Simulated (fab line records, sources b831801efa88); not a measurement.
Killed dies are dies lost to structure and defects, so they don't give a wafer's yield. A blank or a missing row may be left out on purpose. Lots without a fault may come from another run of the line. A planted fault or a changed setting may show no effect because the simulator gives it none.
Chamber matching | flow gf180mcu | GF_V4_CMP_26 on cmp-01: 4 sister chambers
The step polishes, stops on SiO2, t overpolish 15 s, target thk 0 nm. 4 wafers are shown with their chamber, then 7 later ones without.

WAFERS WITH THEIR CHAMBER
wafer  | chamber | motor_current_A (A)
L512.1 | 0       | 11.7
L512.6 | 3       | 11.2
L513.2 | 1       | 10.4
L513.3 | 2       | 10.3

WAFERS WITHOUT THEIR CHAMBER
wafer  | motor_current_A (A)
L513.5 | 12.0
L514.1 | 9.6
L514.3 | 10.9
L514.5 | 12.0
L516.1 | 10.0
L516.5 | 11.7
L516.6 | 11.3

WHICH CHAMBER EACH WENT THROUGH
wafer  | from the rows above               | in truth
L513.5 | can't be placed: 0 or 3           | 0
L514.1 | can't be placed: 2 or 1           | 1
L514.3 | can't be placed: 3 or 1 or 2 or 0 | 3
L514.5 | can't be placed: 0 or 3           | 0
L516.1 | can't be placed: 2 or 1           | 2
L516.5 | can't be placed: 0 or 3           | 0
L516.6 | can't be placed: 3 or 0           | 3
Placed correctly: 0 of 7. Can't be placed from these rows: 7 (the true chamber is among the candidates in 7). Placed wrongly: 0.
How it was worked out, from the rows above alone: a wafer's distance from a chamber is the root of the sum, over the readings, of the square of ((its reading less the chamber's mean) divided by the reading's scatter). The wafer belongs to the nearest chamber; if the next one is less than 2 further off, it can't be placed. A chamber's mean is the mean of its shown wafers. The scatter: with one shown wafer a chamber, the root of the mean of the squares of how far each hidden wafer lies from its nearest shown one.
